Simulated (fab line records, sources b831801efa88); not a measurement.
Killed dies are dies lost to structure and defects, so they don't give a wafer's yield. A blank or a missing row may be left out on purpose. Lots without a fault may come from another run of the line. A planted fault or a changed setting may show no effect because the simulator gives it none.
fab line records | flow sky130
record lots=6 wafers=18 last_day=51
route steps=708 shown LOCAL_INTERCONNECT@389
lots that met no fault: from a run of the same line without faults
start_h: hours from the record's first day to the start of the lot's first wafer shown | wait_h: hours since the lot's step before | " the same as in the row above | L1.1+2: a row that stands for several wafers | - no value, or no start given | * or withheld: withheld | < > ~ a bound
route shown NAME@n: a module of which the file shows steps, and the number in the route of the first | usual: mean/standard deviation of fault-free wafers | same: alike in all rows | chamber/n: place in a boat | sites: the reading at each site | _std_site: their standard deviation | _edge_site: outer sites' mean less inner sites' | radius_mm: how far each site lies from the wafer's centre | mask NAME#n: copy n | behind: the tool/chamber that last shaped the wafer | hold: why the lot was held/for how many hours/how that ended | device: the transistor (n, p or np) that didn't switch | end of line: the same wafers' tests at the end of the route | a step without rows: its recipe alone | killed: dies lost to structure and defects at the first sort, not the wafer's yield | map: a wafer's dies, x killed, . not, _ none there
set.NAME: the setting as run; set.NAME@STEP: as run at that earlier step | model.NAME: the simulator's own value behind a step, which no gauge read
lots at some steps of the route; a table a step, a row a wafer
services: from which hour (start_h, from the record's first day; less than 0 if before it) a tool's chamber was out of use, for how many hours, and why
## steps
# step SKY_LOCAL_INTERCONNECT_THK_MEAS_02
# recipe thk_meas_gauge=xrf reads=TiN_of_LOCAL_INTERCONNECT_SPUTTER_00
# usual LOCAL_INTERCONNECT_TIN_THK=100.9/1.3
# columns lot.wafer tool chamber start_h wait_h LOCAL_INTERCONNECT_TIN_THK[nm]
L265.2 film_metro-01 - 716.19 0.1 101.1
L265.4 " - " " 103.1
L265.6 " - " " 103.7
L269.1 film_metro-01 - 747.47 0.1 99.9
L269.3 " - " " 100.3
L269.6 " - " " 100.8
L280.1 film_metro-03 - 834.62 0.1 101.4
L280.4 " - " " 102.2
L280.5 " - " " 102.1
L281.1 film_metro-01 - 835.20 0.1 100.2
L281.2 " - " " 101.3
L281.3 " - " " 102.6
L283.1 film_metro-03 - 854.77 0.1 99.9
L283.2 " - " " 99.1
L283.4 " - " " 100.3
L286.1 film_metro-03 - 879.95 0.1 100.7
L286.3 " - " " 98.2
L286.4 " - " " 98.6
# step SKY_LOCAL_INTERCONNECT_DEHYDRATE_03
# recipe temp_c=200 time_s=60
# step SKY_LOCAL_INTERCONNECT_HMDS_04
# recipe prime_time_s=60 prime_temp_c=120
# step SKY_LOCAL_INTERCONNECT_COAT_05
# recipe resist=BARC temp_c=withheld time_s=withheld spin_rpm=3000 resist_thk_nm=60
# step SKY_LOCAL_INTERCONNECT_COAT_06
# recipe resist=KrF-thick spin_rpm=3000 resist_thk_nm=450
# step SKY_LOCAL_INTERCONNECT_SOFTBAKE_07
# recipe temp_c=100 time_s=90 resist=KrF-thick
# step SKY_LOCAL_INTERCONNECT_EXPOSE_08
# recipe mask_id=LI1M na=0.8 source_shape=annular sigma_inner=0.55 sigma_outer=0.85 target_cd_nm=170 dose_mj=28
# step SKY_LOCAL_INTERCONNECT_PEB_09
# recipe peb_temp_c=withheld peb_time_s=withheld resist=KrF-thick
# step SKY_LOCAL_INTERCONNECT_DEVELOP_10
# recipe develop_time_s=60 resist=KrF-thick dev_temp_c=21
# step SKY_LOCAL_INTERCONNECT_CD_MEAS_11
# recipe target_cd_nm=170
# usual cd_nm=170.2/1.6
# columns lot.wafer tool chamber start_h wait_h cd_nm
L265.2 cd_sem-02 - 744.23 - 168.8
L265.4 " - " " 170.2
L265.6 " - " " 169.9
L269.1 cd_sem-02 - 774.72 - 173.2
L269.3 " - " " 171.8
L269.6 " - " " 172.0
L280.1 cd_sem-01 - 861.21 - 170.7
L280.4 " - " " 173.1
L280.5 " - " " 171.6
L281.1 cd_sem-01 - 862.17 - 171.2
L281.2 " - " " 172.8
L281.3 " - " " 172.3
L283.1 cd_sem-01 - 880.67 - 171.2
L283.2 " - " " 172.0
L283.4 " - " " 169.9
L286.1 cd_sem-02 - 905.54 - 170.5
L286.3 " - " " 170.4
L286.4 " - " " 171.0
# step SKY_LOCAL_INTERCONNECT_OVL_MEAS_12
# usual LOCAL_INTERCONNECT_OVL=0/6.3
# columns lot.wafer tool chamber start_h wait_h LOCAL_INTERCONNECT_OVL[nm]
L265.2 overlay-02 - 744.34 0.1 10
L265.4 " - " " 6
L265.6 " - " " 3
L269.1 overlay-02 - 774.84 0.1 8
L269.3 " - " " 4
L269.6 " - " " 5
L280.1 overlay-01 - 861.33 0.1 -4
L280.4 " - " " -6
L280.5 " - " " 5
L281.1 overlay-01 - 862.29 0.1 -7
L281.2 " - " " -6
L281.3 " - " " -6
L283.1 overlay-01 - 880.79 0.1 -4
L283.2 " - " " -10
L283.4 " - " " -3
L286.1 overlay-01 - 905.66 0.1 -5
L286.3 " - " " -8
L286.4 " - " " -1
# step SKY_LOCAL_INTERCONNECT_ETCH_13
# recipe chemistry=N2/H2 target=BARC ion_energy_ev=200 bias_w=100 pressure_mtorr=30 n2_flow_sccm=100 h2_flow_sccm=200 icp_w=500 stop_on=SiO2 time_s=45.9 target_depth_a=600
# usual drypump_motor_current_A=5.6/0.41 oes_product_au=0.855/0.0044 throttle_valve_pct=13.225/0.0099
# columns lot.wafer tool chamber start_h wait_h drypump_motor_current_A oes_product_au rf_hours_counter_h throttle_valve_pct
L265.2 rie_metal-03 0 744.37 0.0 5.9 0.847 8 13.221
L265.4 " 1 " " 5.1 0.850 - 13.219
L265.6 " 1 " " 5.1 0.851 - 13.234
L269.1 rie_metal-03 1 774.87 0.0 5.1 0.855 16 13.222
L269.3 " 0 " " 5.8 0.862 - 13.228
L269.6 " 1 " " 5.1 0.860 - 13.223
L280.1 rie_metal-03 1 861.36 0.0 5.1 0.858 2 13.234
L280.4 " 1 " " 5.1 0.854 - 13.226
L280.5 " 0 " " 5.9 0.855 - 13.222
L281.1 rie_metal-03 1 862.32 0.0 5.1 0.850 2 13.232
L281.2 " 0 " " 5.9 0.854 14 13.223
L281.3 " 0 " " 5.8 0.856 - 13.252
L283.1 rie_metal-02 1 880.82 0.0 5.4 0.861 8 13.220
L283.2 " 0 " " 5.5 0.841 7 13.210
L283.4 " 1 " " 5.4 0.856 - 13.217
L286.1 rie_metal-02 0 905.70 0.0 5.6 0.861 8 13.230
L286.3 " 0 " " 5.5 0.856 - 13.228
L286.4 " 1 " " 5.4 0.852 - 13.207
# step SKY_LOCAL_INTERCONNECT_METAL_ETCH_14
# recipe target_depth_nm=110 stop_on=PSG chemistry=Cl2/BCl3 target=TiN resist_sidewall_deg=88 pressure_mtorr=10 icp_w=900 bias_w=48.5 Cl2_flow_sccm=60 bcl3_flow_sccm=30 time_s=31.4
# usual drypump_motor_current_A=5.6/0.41 oes_product_au=0.944/0.0077 throttle_valve_pct=21.899/0.0094
# columns lot.wafer tool chamber start_h wait_h drypump_motor_current_A oes_product_au rf_hours_counter_h throttle_valve_pct model.etch.depth_nm model.LOCAL_INTERCONNECT.feature_depth_nm model.KrF-thick_of_LOCAL_INTERCONNECT_COAT_06.thk_nm
L265.2 rie_metal-03 0 744.43 0.0 5.8 0.934 8 21.901 100 100 351.3
L265.4 " 1 " " 5.1 0.950 - 21.905 101.8 101.8 352.3
L265.6 " 1 " " 5.1 0.955 - 21.881 102.4 102.4 351.1
L269.1 rie_metal-03 1 774.93 0.0 5.0 0.939 16 21.919 99.19 99.19 350.5
L269.3 " 0 " " 5.8 0.941 - 21.900 99.31 99.31 350.6
L269.6 " 1 " " 5.1 0.944 - 21.914 100.1 100.1 349
L280.1 rie_metal-03 1 861.43 0.0 5.1 0.768 2 22.027 68.06 68.06 366.2
L280.4 " 1 " " 5.1 0.760 - 22.033 68.34 68.34 365.5
L280.5 " 0 " " 5.8 0.950 - 21.892 101.2 101.2 349.4
L281.1 rie_metal-03 1 862.39 0.0 5.0 0.750 2 22.012 66.85 66.85 366
L281.2 " 0 " " 5.8 0.952 14 21.881 101 101 348.8
L281.3 " 0 " " 5.8 0.962 - 21.892 102 102 349
L283.1 rie_metal-02 1 880.89 0.0 5.3 0.937 8 21.910 99.83 99.83 348.8
L283.2 " 0 " " 5.5 0.926 7 21.926 98.78 98.78 349.5
L283.4 " 1 " " 5.4 0.946 - 21.895 99.95 99.95 349.6
L286.1 rie_metal-02 0 905.76 0.0 5.5 0.943 8 21.902 100.3 100.3 349.4
L286.3 " 0 " " 5.5 0.932 - 21.925 98.13 98.13 349.8
L286.4 " 1 " " 5.4 0.936 - 21.909 97.97 97.97 350.3
# step SKY_LOCAL_INTERCONNECT_STRIP_15
# recipe chemistry=O2/N2 power_w=1400 pressure_mtorr=1500 platen_temp_c=withheld o2_flow_sccm=3000 n2_flow_sccm=300 overash_fraction=0.5
# usual drypump_motor_current_A=5.81/0.15 oes_product_au=0.427/0.0044 strip_time_to_endpoint_s=4.732/0.019
# same overash_fraction=0.5
# columns lot.wafer tool chamber start_h wait_h drypump_motor_current_A oes_product_au rf_hours_counter_h strip_time_to_endpoint_s
L265.2 plasma_asher-04 1 744.49 0.0 5.79 0.428 62 4.745
L265.4 " 1 " " 5.79 0.428 - 4.755
L265.6 " 1 " " 5.77 0.427 - 4.750
L269.1 plasma_asher-02 0 774.99 0.0 5.96 0.424 97 4.755
L269.3 " 1 " " 5.74 0.420 - 4.733
L269.6 " 1 " " 5.70 0.430 - 4.736
L280.1 plasma_asher-02 0 861.48 0.0 6.00 0.435 106 4.902
L280.4 " 0 " " 5.97 0.439 - 4.920
L280.5 " 1 " " 5.75 0.426 - 4.738
L281.1 plasma_asher-01 1 862.44 0.0 5.74 0.431 10 4.901
L281.2 " 0 " " 5.55 0.426 10 4.717
L281.3 " 0 " " 5.56 0.429 - 4.731
L283.1 plasma_asher-01 0 881.03 0.1 5.58 0.431 12 4.719
L283.2 " 1 " " 5.78 0.428 12 4.741
L283.4 " 0 " " 5.56 0.425 - 4.732
L286.1 plasma_asher-04 1 905.81 0.0 5.76 0.429 80 4.741
L286.3 " 0 " " 6.02 0.431 - 4.733
L286.4 " 1 " " 5.76 0.427 - 4.755
# step SKY_LOCAL_INTERCONNECT_STRIP_16
# recipe chemistry=post_etch_residue_remover time_s=1200 temp_c=72.5
## services
# columns tool chamber start_h hours kind
plasma_asher-01 - 729.63 2.9 repair
plasma_asher-01 - 733.75 9.0 pm
plasma_asher-01 0 733.75 9.0 vent_cycle
plasma_asher-01 1 733.75 9.0 vent_cycle
plasma_asher-01 0 742.75 - clean
plasma_asher-01 1 742.75 - clean
rie_metal-03 1 759.08 3.3 repair
plasma_asher-02 - 785.71 4.5 repair
rie_metal-03 1 787.68 - clean
rie_metal-03 1 787.68 28.5 scheduled_down
rie_metal-03 1 787.68 28.5 vent_cycle
rie_metal-02 0 800.65 8.9 repair
plasma_asher-01 - 820.74 14.6 pm
plasma_asher-02 - 880.79 18.3 repair
plasma_asher-02 - 891.27 2.8 repair
## key
first_sign step=SKY_LOCAL_INTERCONNECT_METAL_ETCH_14 reading=oes_product_au direction=down sigmas=24 usual=0.944 struck=0.759
effect step=SKY_LOCAL_INTERCONNECT_METAL_ETCH_14 reading=throttle_valve_pct direction=up sigmas=13 usual=21.899 struck=22.024
effect step=SKY_LOCAL_INTERCONNECT_STRIP_15 reading=strip_time_to_endpoint_s direction=up sigmas=9.2 usual=* struck=*
model_effect step=SKY_LOCAL_INTERCONNECT_METAL_ETCH_14 value=etch.depth_nm without=100.8 struck=67.75
met_at SKY_LOCAL_INTERCONNECT_METAL_ETCH_14
struck_wafers L280.1,L280.4,L281.1
sort_left_out L280.1,L280.4,L281.1
tester_left_out L280,L281
onset_between 774.93 861.43
fault kind=process_parameter_drift tool=rie_metal-03 chamber=1 onset_h=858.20 steps=SKY_LOCAL_INTERCONNECT_METAL_ETCH_14 channel=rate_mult offset=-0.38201 shape=step end_h=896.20
# tester_left_out: of these lots the tester's yield and bins aren't shown, on N5 and GAA mostly nor the transistor test; their killed dies are dies lost to structure and defects alone, not to doping, threshold or leakage, so they don't give the yield
# sort_left_out: the simulated sort isn't trusted on such a fault, so these wafers' sort isn't shown, and their yield isn't known
